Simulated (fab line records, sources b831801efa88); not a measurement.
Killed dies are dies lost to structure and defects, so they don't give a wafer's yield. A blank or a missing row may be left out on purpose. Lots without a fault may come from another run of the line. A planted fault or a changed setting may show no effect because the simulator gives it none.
fab line records | flow sky130
record lots=6 wafers=18 last_day=50
route steps=708 shown VIA1@475 METAL2@483 PAD_OPEN@708
lots that met no fault: from a run of the same line without faults
start_h: hours from the record's first day to the start of the lot's first wafer shown | wait_h: hours since the lot's step before | " the same as in the row above | L1.1+2: a row that stands for several wafers | - no value, or no start given | * or withheld: withheld | < > ~ a bound
route shown NAME@n: a module of which the file shows steps, and the number in the route of the first | usual: mean/standard deviation of fault-free wafers | same: alike in all rows | chamber/n: place in a boat | sites: the reading at each site | _std_site: their standard deviation | _edge_site: outer sites' mean less inner sites' | radius_mm: how far each site lies from the wafer's centre | mask NAME#n: copy n | behind: the tool/chamber that last shaped the wafer | hold: why the lot was held/for how many hours/how that ended | device: the transistor (n, p or np) that didn't switch | end of line: the same wafers' tests at the end of the route | a step without rows: its recipe alone | killed: dies lost to structure and defects at the first sort, not the wafer's yield | map: a wafer's dies, x killed, . not, _ none there
set.NAME: the setting as run; set.NAME@STEP: as run at that earlier step | model.NAME: the simulator's own value behind a step, which no gauge read
lots at some steps of the route; a table a step, a row a wafer
services: from which hour (start_h, from the record's first day; less than 0 if before it) a tool's chamber was out of use, for how many hours, and why
## steps
# step SKY_VIA1_STRIP_17
# recipe chemistry=post_etch_residue_remover time_s=1200 temp_c=72.5
# step SKY_VIA1_CLEAN_18
# recipe chemistry=IPA time_s=180 temp_c=25
# step SKY_VIA1_CLEAN_19
# recipe chemistry=O3/DIW dry=n2_spin
# step SKY_VIA1_SPUTTER_20
# recipe material=TiN target_thk_nm=20 chamber_pressure_pa=5 power_w=4000 time_s=80
# step SKY_VIA1_CVD_21
# recipe material=W target_thk_nm=270 time_s=80.902 temp_c=400 pressure_torr=40
# usual heater_power_w=874/50
# columns lot.wafer tool chamber start_h wait_h heater_power_w
L407.1 cvd_w-01 0 806.66 0.0 828
L407.5 " 1 " " 959
L407.6 " 0 " " 827
L410.1 cvd_w-02 1 824.94 0.0 935
L410.4 " 0 " " 883
L410.6 " 0 " " 886
L418.2 cvd_w-01 0 885.68 0.1 821
L418.3 " 0 " " 840
L418.6 " 0 " " 831
L419.1 cvd_w-02 0 891.83 0.0 864
L419.2 " 1 " " 880
L419.6 " 1 " " 916
L426.2 cvd_w-01 0 941.51 0.0 802
L426.3 " 0 " " 788
L426.4 " 1 " " 840
L429.2 cvd_w-02 1 961.76 0.0 903
L429.3 " 1 " " 923
L429.4 " 0 " " 872
# step SKY_VIA1_RS_MEAS_22
# recipe thk_meas_gauge=four-point-probe reads=W_of_VIA1_CVD_21+TiN_of_VIA1_SPUTTER_20
# usual VIA1_W_RS=0.425/0.0066
# columns lot.wafer tool chamber start_h wait_h VIA1_W_RS[ohm/sq]
L407.1 film_metro-04 - 806.75 0.1 0.424
L407.5 " - " " 0.427
L407.6 " - " " 0.435
L410.1 film_metro-02 - 825.04 0.1 0.418
L410.4 " - " " 0.434
L410.6 " - " " 0.429
L418.2 film_metro-03 - 885.85 0.1 0.422
L418.3 " - " " 0.428
L418.6 " - " " 0.424
L419.1 film_metro-03 - 891.92 0.1 0.433
L419.2 " - " " 0.413
L419.6 " - " " 0.416
L426.2 film_metro-02 - 941.62 0.1 0.429
L426.3 " - " " 0.427
L426.4 " - " " 0.422
L429.2 film_metro-04 - 961.87 0.1 0.417
L429.3 " - " " 0.412
L429.4 " - " " 0.426
# step SKY_VIA1_THK_MEAS_23
# recipe thk_meas_gauge=xrf reads=W_of_VIA1_CVD_21
# usual VIA1_W_THK=274/4.6
# columns lot.wafer tool chamber start_h wait_h VIA1_W_THK[nm]
L407.1 film_metro-04 - 806.87 0.1 271
L407.5 " - " " 270
L407.6 " - " " 264
L410.1 film_metro-02 - 825.16 0.1 279
L410.4 " - " " 268
L410.6 " - " " 275
L418.2 film_metro-03 - 885.96 0.1 277
L418.3 " - " " 272
L418.6 " - " " 276
L419.1 film_metro-03 - 892.04 0.1 272
L419.2 " - " " 282
L419.6 " - " " 282
L426.2 film_metro-02 - 941.73 0.1 275
L426.3 " - " " 276
L426.4 " - " " 280
L429.2 film_metro-04 - 961.98 0.1 277
L429.3 " - " " 282
L429.4 " - " " 273
# step SKY_VIA1_CMP_24
# recipe stop_on=SiO2 t_overpolish_s=15 down_force_psi=3.5 platen_rpm=60 target_thk_nm=0 pad_velocity_m_s=0.94248
# step SKY_METAL2_SPUTTER_00
# recipe material=Ti target_thk_nm=15 power_w=3000 time_s=10 chamber_pressure_pa=0.4
# step SKY_METAL2_SPUTTER_01
# recipe material=TiN target_thk_nm=20 power_w=6500 time_s=16.7 chamber_pressure_pa=0.4
# step SKY_METAL2_SPUTTER_02
# recipe material=AlCu target_thk_nm=250 power_w=10600 time_s=13.3 chamber_pressure_pa=0.4
# step SKY_METAL2_SPUTTER_03
# recipe material=Ti target_thk_nm=5 power_w=3000 time_s=3.3 chamber_pressure_pa=0.4
# usual throttle_valve_pct=30.4/0.95
# columns lot.wafer tool chamber start_h wait_h throttle_valve_pct
L407.1 pvd_sputter-04 - 807.30 0.0 30.5
L407.5 " - " " 31.0
L407.6 " - " " 30.3
L410.1 pvd_sputter-01 - 825.59 0.0 31.3
L410.4 " - " " 30.3
L410.6 " - " " 30.3
L418.2 pvd_sputter-01 - 886.38 0.0 30.4
L418.3 " - " " 30.2
L418.6 " - " " 31.1
L419.1 pvd_sputter-01 - 892.48 0.0 30.3
L419.2 " - " " 31.1
L419.6 " - " " 30.9
L426.2 pvd_sputter-03 - 942.15 0.0 28.8
L426.3 " - " " 30.5
L426.4 " - " " 30.2
L429.2 pvd_sputter-03 - 962.40 0.0 29.2
L429.3 " - " " 30.2
L429.4 " - " " 30.7
# step SKY_METAL2_SPUTTER_04
# recipe material=TiN target_thk_nm=70 power_w=6500 time_s=58.3 chamber_pressure_pa=0.4
# usual throttle_valve_pct=30.3/0.94
# columns lot.wafer tool chamber start_h wait_h throttle_valve_pct model.TiN_of_METAL2_SPUTTER_04.thk_nm
L407.1 pvd_sputter-04 - 807.32 0.0 30.4 69.49
L407.5 " - " " 30.7 69.67
L407.6 " - " " 30.5 68.94
L410.1 pvd_sputter-01 - 825.61 0.0 31.0 69.24
L410.4 " - " " 30.3 69.46
L410.6 " - " " 30.5 69.57
L418.2 pvd_sputter-01 - 886.40 0.0 30.3 70.53
L418.3 " - " " 30.2 70.36
L418.6 " - " " 30.8 52.53
L419.1 pvd_sputter-01 - 892.49 0.0 30.4 70.78
L419.2 " - " " 31.0 51.88
L419.6 " - " " 31.0 52.78
L426.2 pvd_sputter-03 - 942.17 0.0 29.0 70.63
L426.3 " - " " 30.6 71.21
L426.4 " - " " 30.3 70.46
L429.2 pvd_sputter-03 - 962.42 0.0 29.5 70.69
L429.3 " - " " 30.4 69.57
L429.4 " - " " 30.8 70.25
# step SKY_METAL2_RS_MEAS_05
# recipe thk_meas_gauge=four-point-probe reads=TiN_of_METAL2_SPUTTER_04+Ti_of_METAL2_SPUTTER_03+AlCu_of_METAL2_SPUTTER_02+TiN_of_METAL2_SPUTTER_01+Ti_of_METAL2_SPUTTER_00
# usual METAL2_ALCU_RS=0.1267/0.0012
# columns lot.wafer tool chamber start_h wait_h METAL2_ALCU_RS[ohm/sq]
L407.1 film_metro-04 - 807.37 0.0 0.1267
L407.5 " - " " 0.1258
L407.6 " - " " 0.1259
L410.1 film_metro-01 - 825.66 0.0 0.1281
L410.4 " - " " 0.1286
L410.6 " - " " 0.1276
L418.2 film_metro-01 - 886.47 0.0 0.1281
L418.3 " - " " 0.1263
L418.6 " - " " 0.1278
L419.1 film_metro-02 - 892.54 0.0 0.1287
L419.2 " - " " 0.1274
L419.6 " - " " 0.1285
L426.2 film_metro-01 - 942.24 0.0 0.1258
L426.3 " - " " 0.1260
L426.4 " - " " 0.1262
L429.2 film_metro-01 - 962.49 0.0 0.1275
L429.3 " - " " 0.1264
L429.4 " - " " 0.1252
# step SKY_METAL2_THK_MEAS_06
# recipe thk_meas_gauge=xrf reads=AlCu_of_METAL2_SPUTTER_02
# usual METAL2_ALCU_THK=249.6/2.2
# columns lot.wafer tool chamber start_h wait_h METAL2_ALCU_THK[nm]
L407.1 film_metro-04 - 807.49 0.1 248.5
L407.5 " - " " 249.9
L407.6 " - " " 250.0
L410.1 film_metro-01 - 825.78 0.1 248.0
L410.4 " - " " 248.3
L410.6 " - " " 249.4
L418.2 film_metro-01 - 886.58 0.1 244.8
L418.3 " - " " 250.4
L418.6 " - " " 256.4
L419.1 film_metro-02 - 892.66 0.1 243.5
L419.2 " - " " 257.2
L419.6 " - " " 253.9
L426.2 film_metro-01 - 942.35 0.1 252.9
L426.3 " - " " 253.5
L426.4 " - " " 252.3
L429.2 film_metro-01 - 962.60 0.1 248.1
L429.3 " - " " 251.2
L429.4 " - " " 254.3
# step SKY_METAL2_DEHYDRATE_07
# recipe temp_c=200 time_s=60
# step SKY_METAL2_HMDS_08
# recipe prime_time_s=60 prime_temp_c=120
# step SKY_METAL2_COAT_09
# recipe resist=BARC temp_c=withheld time_s=withheld spin_rpm=3000 resist_thk_nm=60
# step SKY_METAL2_COAT_10
# recipe resist=KrF-thick spin_rpm=3000 resist_thk_nm=450
# step SKY_METAL2_SOFTBAKE_11
# recipe temp_c=100 time_s=90 resist=KrF-thick
# step SKY_METAL2_EXPOSE_12
# recipe mask_id=MM2 na=0.8 source_shape=annular sigma_inner=0.55 sigma_outer=0.85 target_cd_nm=140 dose_mj=28
# step SKY_METAL2_PEB_13
# recipe peb_temp_c=withheld peb_time_s=withheld resist=KrF-thick
# step SKY_METAL2_DEVELOP_14
# recipe develop_time_s=60 resist=KrF-thick dev_temp_c=21
# step SKY_METAL2_CD_MEAS_15
# recipe target_cd_nm=140
# usual cd_nm=139.7/1.8
# columns lot.wafer tool chamber start_h wait_h cd_nm
L407.1 cd_sem-02 - 832.88 - 139.7
L407.5 " - " " 139.6
L407.6 " - " " 139.0
L410.1 cd_sem-01 - 852.18 - 139.8
L410.4 " - " " 140.3
L410.6 " - " " 139.8
L418.2 cd_sem-02 - 911.70 - 140.6
L418.3 " - " " 141.4
L418.6 " - " " 140.9
L419.1 cd_sem-02 - 917.71 - 140.5
L419.2 " - " " 140.4
L419.6 " - " " 141.1
L426.2 cd_sem-02 - 966.27 - 139.3
L426.3 " - " " 140.6
L426.4 " - " " 139.2
L429.2 cd_sem-01 - 986.58 - 140.2
L429.3 " - " " 138.3
L429.4 " - " " 140.2
# step SKY_METAL2_OVL_MEAS_16
# usual METAL2_OVL=4/5.7
# columns lot.wafer tool chamber start_h wait_h METAL2_OVL[nm]
L407.1 overlay-02 - 833.00 0.1 7
L407.5 " - " " 12
L407.6 " - " " -1
L410.1 overlay-01 - 852.30 0.1 13
L410.4 " - " " 17
L410.6 " - " " 14
L418.2 overlay-02 - 911.80 0.1 -2
L418.3 " - " " 2
L418.6 " - " " 0
L419.1 overlay-01 - 917.83 0.1 7
L419.2 " - " " 8
L419.6 " - " " 5
L426.2 overlay-02 - 966.37 0.1 6
L426.3 " - " " 8
L426.4 " - " " 6
L429.2 overlay-01 - 986.69 0.1 -5
L429.3 " - " " 0
L429.4 " - " " -1
# step SKY_METAL2_DESCUM_17
# recipe chemistry=O2 source_power_w=150 bias_power_w=0 pressure_mtorr=10 temp_c=40 time_s=8
# usual drypump_motor_current_A=5.77/0.23 oes_product_au=1.000/0.0081
# columns lot.wafer tool chamber start_h wait_h drypump_motor_current_A oes_product_au rf_hours_counter_h
L407.1 rie_metal-03 1 833.03 0.0 5.46 1.007 14
L407.5 " 1 " " 5.49 0.997 -
L407.6 " 1 " " 5.48 1.006 -
L410.1 rie_metal-04 0 852.33 0.0 5.86 1.007 10
L410.4 " 1 " " 5.43 1.012 -
L410.6 " 1 " " 5.47 1.000 -
L418.2 rie_metal-04 1 911.83 0.0 5.45 1.003 10
L418.3 " 1 " " 5.45 0.992 -
L418.6 " 0 " " 5.85 1.003 -
L419.1 rie_metal-02 0 917.87 0.0 6.03 0.991 5
L419.2 " 1 " " 5.86 0.992 13
L419.6 " 1 " " 5.86 0.999 -
L426.2 rie_metal-03 1 966.40 0.0 5.50 0.986 3
L426.3 " 0 " " 5.93 0.996 -
L426.4 " 1 " " 5.49 1.001 -
L429.2 rie_metal-03 1 986.72 0.0 5.49 0.990 4
L429.3 " 0 " " 5.96 0.993 -
L429.4 " 1 " " 5.44 0.987 -
# step SKY_METAL2_ETCH_18
# recipe chemistry=N2/H2 target=BARC ion_energy_ev=200 bias_w=100 pressure_mtorr=30 n2_flow_sccm=100 h2_flow_sccm=200 icp_w=500 stop_on=SiO2 time_s=45.9 target_depth_a=600
# step SKY_METAL2_METAL_ETCH_19
# recipe target_depth_a=3600 stop_on=SiO2 over_etch_frac=0.3 time_s=78 chemistry=Cl2/BCl3 resist_sidewall_deg=88 pressure_mtorr=10 icp_w=900 bias_w=48.5 Cl2_flow_sccm=60 bcl3_flow_sccm=30
# usual drypump_motor_current_A=5.77/0.22 oes_product_au=0.855/0.0058 throttle_valve_pct=22.264/0.0098
# columns lot.wafer tool chamber start_h wait_h drypump_motor_current_A oes_product_au rf_hours_counter_h throttle_valve_pct
L407.1 rie_metal-03 1 833.22 0.1 5.50 0.861 14 22.282
L407.5 " 1 " " 5.53 0.848 - 22.253
L407.6 " 1 " " 5.49 0.859 - 22.284
L410.1 rie_metal-04 0 852.43 0.0 5.85 0.845 10 22.251
L410.4 " 1 " " 5.47 0.849 - 22.237
L410.6 " 1 " " 5.44 0.853 - 22.271
L418.2 rie_metal-04 1 911.93 0.0 5.46 0.860 10 22.267
L418.3 " 1 " " 5.46 0.859 - 22.249
L418.6 " 0 " " 5.86 0.860 - 22.258
L419.1 rie_metal-02 0 917.96 0.0 6.07 0.859 5 22.281
L419.2 " 1 " " 5.84 0.859 13 22.289
L419.6 " 1 " " 5.85 0.847 - 22.273
L426.2 rie_metal-03 1 966.50 0.0 5.48 0.858 3 22.257
L426.3 " 0 " " 5.97 0.870 - 22.266
L426.4 " 1 " " 5.43 0.861 - 22.255
L429.2 rie_metal-03 1 986.81 0.0 5.54 0.855 4 22.266
L429.3 " 0 " " 6.00 0.854 - 22.270
L429.4 " 1 " " 5.48 0.860 - 22.266
# step SKY_METAL2_STRIP_20
# recipe chemistry=O2/N2 power_w=1400 pressure_mtorr=1500 platen_temp_c=withheld o2_flow_sccm=3000 n2_flow_sccm=300 overash_fraction=0.5
# usual drypump_motor_current_A=5.72/0.28 oes_product_au=0.343/0.0049 strip_time_to_endpoint_s=2.69/0.036
# same overash_fraction=0.5
# columns lot.wafer tool chamber start_h wait_h drypump_motor_current_A oes_product_au rf_hours_counter_h strip_time_to_endpoint_s
L407.1 plasma_asher-04 1 833.40 0.1 5.23 0.335 10 2.67
L407.5 " 1 " " 5.23 0.339 - 2.68
L407.6 " 0 " " 5.72 0.336 - 2.62
L410.1 plasma_asher-03 1 852.52 0.1 5.92 0.343 105 2.67
L410.4 " 0 " " 5.99 0.343 - 2.70
L410.6 " 1 " " 5.93 0.344 - 2.65
L418.2 plasma_asher-04 0 912.02 0.1 5.75 0.344 18 2.71
L418.3 " 0 " " 5.75 0.337 - 2.72
L418.6 " 0 " " 5.77 0.341 - 2.67
L419.1 plasma_asher-03 0 918.05 0.1 5.93 0.342 112 2.70
L419.2 " 1 " " 5.89 0.346 112 2.71
L419.6 " 1 " " 5.91 0.344 - 2.68
L426.2 plasma_asher-03 1 966.59 0.1 5.92 0.336 116 2.73
L426.3 " 0 " " 5.97 0.339 - 2.76
L426.4 " 1 " " 5.89 0.344 - 2.74
L429.2 plasma_asher-03 1 986.90 0.1 5.92 0.346 118 2.71
L429.3 " 1 " " 5.93 0.347 - 2.73
L429.4 " 0 " " 5.97 0.344 - 2.69
# step SKY_METAL2_STRIP_21
# recipe chemistry=post_etch_residue_remover time_s=1200 temp_c=72.5
# columns lot.wafer tool chamber start_h wait_h model.TiN_of_METAL2_SPUTTER_04.thk_nm
L407.1 wet_bench-04 0 833.50 0.1 69.07
L407.5 " 0 " " 69.24
L407.6 " 0 " " 68.52
L410.1 wet_bench-04 3 852.62 0.1 68.82
L410.4 " 3 " " 69.04
L410.6 " 3 " " 69.15
L418.2 wet_bench-03 0 912.12 0.1 70.11
L418.3 " 0 " " 69.93
L418.6 " 0 " " 52.11
L419.1 wet_bench-01 2 918.15 0.1 70.36
L419.2 " 2 " " 51.46
L419.6 " 2 " " 52.36
L426.2 wet_bench-03 2 966.69 0.1 70.21
L426.3 " 2 " " 70.79
L426.4 " 2 " " 70.04
L429.2 wet_bench-01 1 987.00 0.1 70.26
L429.3 " 1 " " 69.14
L429.4 " 1 " " 69.82
# step SKY_METAL2_CLEAN_22
# recipe chemistry=IPA time_s=180 temp_c=25
# step SKY_PAD_OPEN_PROBE_99
# usual defect_limited_yield=82.4/1.8 killed_at_M0_to_M3=44/6 killed_at_M4_up=2.9/1.5 killed_at_contacts=24/4.9 killed_at_front_end=16/4.3 killed_at_other=0.3/0.54 killed_dies=87/8.7 killed_open=48/6.7 killed_short=39/5.9 sort_bin_3_pad_short=0.9/0.4 sort_bin_5_function=10.5/1.5 sort_bin_6_memory=6.2/1.1 sort_n_pass=405/8.7 sort_yield_pct=82.4/1.8
# same gross_dies=492 killed_at_back_side=0 sort_bin_4_leakage[%]=0 sort_bin_8_speed[%]=0
# columns lot.wafer tool chamber start_h wait_h defect_limited_yield[%] killed_at_M0_to_M3 killed_at_M4_up killed_at_contacts killed_at_front_end killed_at_other killed_dies killed_open killed_short sort_bin_3_pad_short[%] sort_bin_5_function[%] sort_bin_6_memory[%] sort_n_pass sort_yield_pct[%]
L407.1 prober-01 - 1085.88 0.1 83.1 49 2 22 10 0 83 48 35 0.6 9.1 7.1 409 83.1
L407.5 prober-01 - 1086.08 0.2 86.4 38 3 18 8 0 67 37 27 1.0 7.3 5.3 425 86.4
L407.6 prober-01 - 1086.13 0.2 83.3 39 2 29 12 0 82 44 36 1.8 8.3 6.5 410 83.3
L418.2 prober-02 - 1147.72 0.1 81.5 43 1 27 19 1 91 52 39 1.2 10.4 6.9 401 81.5
L418.3 prober-02 - 1147.77 0.2 82.1 35 5 29 19 0 88 48 39 1.4 11.6 4.9 404 82.1
L418.6 prober-02 - 1147.92 0.2 82.1 44 2 22 20 0 88 51 37 1.0 11.0 5.9 404 82.1
L419.1 prober-01 - 1152.17 0.1 78.5 50 2 27 27 0 106 60 46 0.4 13.8 7.3 386 78.5
L419.2 prober-01 - 1152.22 0.1 82.3 44 5 20 18 0 87 51 36 0.4 10.8 6.5 405 82.3
L419.6 prober-01 - 1152.42 0.2 83.7 36 4 21 19 0 80 42 38 0.6 11.4 4.3 412 83.7
L426.2 prober-02 - 1187.43 0.1 81.7 44 4 22 19 1 90 52 36 0.8 11.2 6.3 402 81.7
L426.3 prober-02 - 1187.48 0.2 85.0 35 1 20 18 0 74 43 31 0.8 9.8 4.5 418 85.0
L426.4 prober-02 - 1187.53 0.2 81.9 47 4 22 16 0 89 48 38 0.8 11.8 5.5 403 81.9
# killed by level:class
L407.1 VIA1:geometric_particle:open=10 CONTACT:geometric_particle:open=9 METAL2:geometric_particle:short=9 LI_CONTACT:geometric_particle:open=8 VIA2:geometric_particle:open=8 METAL1:geometric_particle:short=4 VIA3:geometric_particle:open=4 VIA2:geometric_particle:short=3
L407.5 VIA1:geometric_particle:open=8 LI_CONTACT:geometric_particle:open=7 CONTACT:geometric_particle:open=7 METAL1:geometric_particle:short=6 VIA2:geometric_particle:open=4 POLY_GATE:geometric_particle:short=3 METAL1:geometric_particle:open=3 VIA1:geometric_particle:short=3
L407.6 VIA1:geometric_particle:open=12 LI_CONTACT:geometric_particle:open=8 CONTACT:geometric_particle:open=8 LI_CONTACT:geometric_particle:short=6 LOCAL_INTERCONNECT:geometric_particle:short=4 POLY_GATE:geometric_particle:open=4 METAL2:geometric_particle:short=4 VIA2:geometric_particle:open=4
L418.2 VIA1:geometric_particle:open=12 CONTACT:geometric_particle:open=11 LI_CONTACT:geometric_particle:open=7 VIA2:geometric_particle:open=7 FIELD_ISO:geometric_particle:short=6 VIA1:geometric_particle:short=5 METAL1:geometric_particle:short=5 FIELD_ISO:geometric_particle:open=4
L418.3 CONTACT:geometric_particle:open=11 VIA1:geometric_particle:open=9 LI_CONTACT:geometric_particle:open=7 METAL1:geometric_particle:short=6 POLY_GATE:geometric_particle:open=5 VIA2:geometric_particle:open=5 METAL4:geometric_particle:short=5 POLY_GATE:geometric_particle:short=4
L418.6 VIA1:geometric_particle:open=13 CONTACT:geometric_particle:open=7 METAL2:geometric_particle:short=7 LI_CONTACT:geometric_particle:open=6 CONTACT:geometric_particle:short=6 VIA3:geometric_particle:open=6 POLY_GATE:geometric_particle:open=5 VIA2:geometric_particle:open=4
L419.1 VIA1:geometric_particle:open=11 POLY_GATE:geometric_particle:open=9 CONTACT:geometric_particle:open=9 VIA3:geometric_particle:open=8 VIA2:geometric_particle:open=8 LI_CONTACT:geometric_particle:open=7 METAL1:geometric_particle:short=7 LOCAL_INTERCONNECT:geometric_particle:short=6
L419.2 VIA1:geometric_particle:open=16 CONTACT:geometric_particle:open=8 METAL2:geometric_particle:short=6 VIA2:geometric_particle:open=6 VIA3:geometric_particle:open=6 POLY_GATE:geometric_particle:short=5 FIELD_ISO:geometric_particle:short=4 LI_CONTACT:geometric_particle:open=4
L419.6 FIELD_ISO:geometric_particle:open=7 CONTACT:geometric_particle:open=7 LI_CONTACT:geometric_particle:open=7 VIA3:geometric_particle:open=7 FIELD_ISO:geometric_particle:short=5 LOCAL_INTERCONNECT:geometric_particle:short=5 VIA1:geometric_particle:open=5 VIA2:geometric_particle:open=5
L426.2 VIA1:geometric_particle:open=12 METAL2:geometric_particle:short=8 POLY_GATE:geometric_particle:open=7 CONTACT:geometric_particle:short=7 VIA3:geometric_particle:open=7 VIA2:geometric_particle:open=7 CONTACT:geometric_particle:open=6 LI_CONTACT:geometric_particle:open=5
L426.3 CONTACT:geometric_particle:open=10 VIA3:geometric_particle:open=7 FIELD_ISO:geometric_particle:open=5 METAL2:geometric_particle:short=5 VIA2:geometric_particle:open=5 FIELD_ISO:geometric_particle:short=4 POLY_GATE:geometric_particle:open=4 LI_CONTACT:geometric_particle:open=4
L426.4 VIA1:geometric_particle:open=11 CONTACT:geometric_particle:open=10 VIA2:geometric_particle:open=8 METAL1:geometric_particle:short=6 FIELD_ISO:geometric_particle:open=5 CONTACT:geometric_particle:short=5 VIA3:geometric_particle:open=5 POLY_GATE:geometric_particle:short=4
## services
# columns tool chamber start_h hours kind
rie_metal-03 - 782.90 1.1 repair
wet_bench-04 - 806.32 3.1 repair
pvd_sputter-01 - 824.31 1.1 repair
rie_metal-03 0 832.76 - clean
rie_metal-03 0 832.76 28.0 scheduled_down
rie_metal-03 0 832.76 28.0 vent_cycle
cvd_w-02 - 839.92 14.5 repair
rie_metal-02 1 841.06 8.3 repair
pvd_sputter-04 - 843.99 1.3 repair
rie_metal-03 1 844.20 4.6 repair
rie_metal-03 1 870.52 4.2 repair
cvd_w-01 1 873.22 17.6 repair
rie_metal-03 1 874.76 - clean
rie_metal-03 1 874.76 27.4 scheduled_down
rie_metal-03 1 874.76 27.4 vent_cycle
pvd_sputter-03 0 882.59 - consumable_replace:kit
pvd_sputter-03 0 882.59 18.0 scheduled_down
pvd_sputter-03 0 882.59 18.0 vent_cycle
plasma_asher-03 - 885.83 1.0 repair
cvd_w-01 - 904.00 14.0 pm
rie_metal-04 1 918.84 24.1 repair
rie_metal-02 - 919.17 2.8 pm
pvd_sputter-04 - 936.09 3.5 repair
pvd_sputter-03 - 981.37 4.9 repair
## key
first_sign step=SKY_METAL2_THK_MEAS_06 reading=METAL2_ALCU_THK direction=up sigmas=2.8 usual=249.6 struck=255.8
effect none on later readings
model_effect step=SKY_METAL2_SPUTTER_04 value=TiN_of_METAL2_SPUTTER_04.thk_nm without=69.46 struck=52.4
model_effect step=SKY_METAL2_STRIP_21 value=TiN_of_METAL2_SPUTTER_04.thk_nm without=69.04 struck=51.98
met_at SKY_METAL2_SPUTTER_04
struck_wafers L418.6,L419.2,L419.6
onset_between 825.61 886.40
fault kind=process_parameter_drift tool=pvd_sputter-01 chamber=- onset_h=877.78 steps=SKY_METAL2_SPUTTER_04 channel=time_s offset=* shape=step end_h=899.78 acts_in=* stated=* scope=struck_wafers_only
